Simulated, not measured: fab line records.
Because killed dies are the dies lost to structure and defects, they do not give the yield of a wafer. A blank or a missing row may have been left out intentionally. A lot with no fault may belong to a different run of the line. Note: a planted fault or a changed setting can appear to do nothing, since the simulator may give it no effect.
Comparing a struck lot with a sound one    flow sky130    24 steps out of a route of 708
Sound: these wafers, L111.1, L111.2, L111.3. Wafers L122.2, L122.3, L122.4 were the ones struck. Last of all comes the cause.
At each step with rows: each side's tool, then ch and its chambers, then its first start. Under that, the readings that differ: sound wafers    struck wafers    difference of the means    sigmas: that difference in standard deviations of wafers without a fault.
alike: a reading whose means differ by less than 2 such deviations, as well as words and numbers matching on both sides. not compared: withheld readings; readings where some wafer has no value; bounds like >300 that might hide an equal value; numbers whose values overlap and for which the record gives no deviation.
A row with sigmas, a row that says differs or no value, or rows on one side alone: a step with any of these is where the two part. Non-overlapping numbers with no deviation appear without sigmas and do not part them. A reading missing from all wafers of one side parts the sides only when that side holds two or more wafers.

SKY_LI_CONTACT_SPUTTER_19: material Ti, target thk 20 nm, time 106.37 s.
  struck on pvd-sputter-02, day 34 06:13; sound on pvd-sputter-02, day 31 02:29
  alike: chamber-pressure-pa, throttle-valve-pct
SKY_LI_CONTACT_SPUTTER_20: material TiN, target thk 20 nm, time 80 s.
  struck on pvd-sputter-02, day 34 06:18; sound on pvd-sputter-02, day 31 02:34
  alike: chamber-pressure-pa, throttle-valve-pct
SKY_LI_CONTACT_CVD_21: deposits W, target thk 400 nm, time 120.56 s.
  sound on cvd-w-01 ch 0,1, day 31 02:38; struck on cvd-w-02 ch 0,1, day 34 06:22
  alike: heater-power-w
SKY_LI_CONTACT_RS_MEAS_22: measurement is done with a four-point probe.
  struck on film-metro-02, day 34 06:30; sound on film-metro-02, day 31 02:45
  alike: LI_CONTACT_W_RS
SKY_LI_CONTACT_THK_MEAS_23: measures by xrf.
  struck on film-metro-02, day 34 06:37; sound on film-metro-02, day 31 02:52
reading                sound        struck       difference  sigmas
LI_CONTACT_W_THK (nm)  423 413 420  405 401 407  -14         -2
SKY_LI_CONTACT_CMP_24: polishes, stops on PSG, t overpolish 20 s, target thk 0 nm.
  sound on cmp-02 ch 0,2,3, day 31 02:56; struck on cmp-02 ch 0,1,3, day 34 06:40
  alike: motor-current-A, overpolish-run-s, time-to-endpoint-s
SKY_LOCAL_INTERCONNECT_SPUTTER_00: material TiN, target thk 100 nm, time 83.3 s.
  struck on pvd-sputter-01, day 34 06:58; sound on pvd-sputter-02, day 31 03:14
  alike: chamber-pressure-pa, throttle-valve-pct
SKY_LOCAL_INTERCONNECT_RS_MEAS_01: measurement is done with a four-point probe.
  struck on film-metro-03, day 34 07:03; sound on film-metro-03, day 31 03:17
  alike: LOCAL_INTERCONNECT_TIN_RS
SKY_LOCAL_INTERCONNECT_THK_MEAS_02: measures by xrf.
  struck on film-metro-03, day 34 07:10; sound on film-metro-03, day 31 03:25
  alike: LOCAL_INTERCONNECT_TIN_THK
then, 3 steps without rows for these wafers: SKY_LOCAL_INTERCONNECT_DEHYDRATE_03 (time 60 s); SKY_LOCAL_INTERCONNECT_HMDS_04 (prime time 60 s); SKY_LOCAL_INTERCONNECT_COAT_05 (resist thk 60 nm).
SKY_LOCAL_INTERCONNECT_COAT_06: resist thk 450 nm.
  sound on litho-track-01 ch 0, day 31 16:00; struck on litho-track-01 ch 0, day 34 20:00
reading                                                    sound                 struck                difference  sigmas
spin-speed-rpm (rpm)                                       3001.1 3000.4 2997.6  3152.3 3151.8 3155.0  +153.3      +81
model.KrF-thick_of_LOCAL_INTERCONNECT_COAT_06.thk-nm (nm)  449.2 449 448.1       436.8 437.1 438.2     -11.4       
  alike: dispense-pressure-kPa
then, 4 steps without rows for these wafers: SKY_LOCAL_INTERCONNECT_SOFTBAKE_07 (time 90 s); SKY_LOCAL_INTERCONNECT_EXPOSE_08 (exposes mask LI1M, target cd 170 nm); SKY_LOCAL_INTERCONNECT_PEB_09; SKY_LOCAL_INTERCONNECT_DEVELOP_10 (develop time 60 s).
SKY_LOCAL_INTERCONNECT_CD_MEAS_11: the cd target is 170 nm.
  struck on cd-sem-02, day 35 10:03; sound on cd-sem-02, day 32 07:11
  alike: cd-nm
SKY_LOCAL_INTERCONNECT_OVL_MEAS_12:
  struck on overlay-02, day 35 10:10; sound on overlay-01, day 32 07:19
  alike: LOCAL_INTERCONNECT_OVL
then, 1 step without rows for these wafers: SKY_LOCAL_INTERCONNECT_ETCH_13 (etches BARC in N2/H2, stops on SiO2, time 45.9 s, target depth 60 nm).
SKY_LOCAL_INTERCONNECT_METAL_ETCH_14: etches TiN in Cl2/BCl3, stops on PSG, target depth 110 nm, time 31.4 s.
  sound on rie-metal-04 ch 0,1, day 32 07:25; struck on rie-metal-03 ch 0,1, day 35 10:15
reading                                                    sound              struck             difference  sigmas
model.KrF-thick_of_LOCAL_INTERCONNECT_COAT_06.thk-nm (nm)  349.2 346.9 348.2  335.4 335.4 337.6  -12.0       
  alike: drypump-motor-current-A, mfc-cl2-sccm, oes-product-au, throttle-valve-pct
  not compared: rf-hours-counter-h
SKY_LOCAL_INTERCONNECT_STRIP_15: strips in O2/N2.
  sound on plasma-asher-03 ch 0,1, day 32 07:28; struck on plasma-asher-02 ch 0,1, day 35 10:18
reading                       sound              struck             difference  sigmas
strip-time-to-endpoint-s (s)  4.719 4.693 4.714  4.570 4.569 4.598  -0.130      -7
  alike: drypump-motor-current-A, oes-product-au
  not compared: rf-hours-counter-h
then, 1 step without rows for these wafers: SKY_LOCAL_INTERCONNECT_STRIP_16 (strips in post etch residue remover, time 1200 s).
-- record jumps: 14 days separate the struck wafers' starts on either side; left off in module LOCAL_INTERCONNECT, taken up again in module PAD_OPEN, whose first shown step is the route's number 708 --
SKY_PAD_OPEN_PROBE_99:
  struck on prober-01, day 49 09:45; sound on prober-02, day 47 05:53
  alike: killed_at_M0_to_M3, killed_at_M4_up, killed-at-contacts, killed-at-front-end, killed-at-other, killed-dies, killed-open, killed-short

WHERE THEY PART
At SKY_LI_CONTACT_THK_MEAS_23 first; at SKY_LOCAL_INTERCONNECT_STRIP_15 last (within this record only). Later steps at which nothing parts them and some readings are alike: SKY_PAD_OPEN_PROBE_99.

WHY: what had been put in by the simulator
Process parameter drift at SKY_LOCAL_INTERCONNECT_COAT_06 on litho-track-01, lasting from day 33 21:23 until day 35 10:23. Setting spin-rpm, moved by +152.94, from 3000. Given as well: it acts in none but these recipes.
